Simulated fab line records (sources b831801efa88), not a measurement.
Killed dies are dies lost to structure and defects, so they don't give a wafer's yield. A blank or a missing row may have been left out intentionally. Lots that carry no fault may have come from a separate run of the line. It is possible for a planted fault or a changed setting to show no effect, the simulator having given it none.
2 desks looking at one fault / flow gf180mcu / each desk has only its own numbers; what lay behind them comes last

## METROLOGY DESK
What the gauges read for every lot (on any tool): the sampled wafers with a number, averaged. The brackets show how far a lot's mean lies from the usual mean; more than 4 standard deviations puts the lot out of limits, marked OUT.
Columns: A = STI_OXIDATION_THK at GF_STI_THK_MEAS_02, usual 10.01 nm; B = STI_CVD_03_THK at GF_STI_THK_MEAS_04, usual 208.9 nm; C = cd-nm at GF_STI_CD_MEAS_12, usual 220.1 nm
lot=L466; first seen here=day 2 18:13; A=9.99; B=209.6; C=219.7
lot=L470; first seen here=day 3 14:34; A=10.02; B=211.8; C=221.4
lot=L473; first seen here=day 4 05:40; A=9.88; B=209.9; C=220.3
lot=L476; first seen here=day 4 19:31; A=9.96; B=211.8; C=219.3
lot=L477; first seen here=day 5 00:32; A=9.85; B=209.0; C=220.0
lot=L483; first seen here=day 6 08:10; A=9.98; B=212.5; C=221.9
Result from this desk: across the 6 lots, nothing is out of limits.

## DESK OF THE TOOL OWNER: rie-si-01
The tool's own readings at GF_STI_ETCH_14 (etches Si in HBr/Cl2/O2, target depth 360 nm, time 102.9 s): means of the sampled wafers that have a number, for each lot that ran on this tool. The brackets show how far a lot's mean lies from the usual mean; more than 4 standard deviations puts the lot out of limits, marked OUT.
Columns: A = drypump-motor-current-A at GF_STI_ETCH_14, usual 5.6 A; B = oes-product-au at GF_STI_ETCH_14, usual 1.008 a.u.; C = run-length-s at GF_STI_ETCH_14, usual 131.2 s; D = throttle-valve-pct at GF_STI_ETCH_14, usual 25.650 %
lot=L466; first seen here=day 3 09:01; A=5.6; B=1.013; C=131.3; D=25.648
lot=L473; first seen here=day 4 21:53; A=5.8; B=1.005; C=136.7 (+14) OUT; D=25.647
lot=L476; first seen here=day 5 11:44; A=5.8; B=1.012; C=136.2 (+13) OUT; D=25.661
This desk's verdict: out of limits on L473, L476, starting with L473 at day 4 21:53 (run-length-s at GF_STI_ETCH_14). Within limits: L466.

## ALL TOGETHER
An alarm could have come from the tool owner's desk at day 4 21:53, on L473, L476.
The metrology desk saw nothing out of limits.
The metrology desk has L473, L476 on record, within its limits.
GF_STI_ETCH_14 was run on rie-si-01 by each of the lots named.

## WHAT THE SIMULATOR HAD INSERTED
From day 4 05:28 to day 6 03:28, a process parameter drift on rie-si-01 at GF_STI_ETCH_14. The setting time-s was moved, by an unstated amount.
Lots struck among those shown: L473, L476.
How many hours passed from the start of the fault until each desk's first out-of-limits reading: the tool owner's desk, 16.
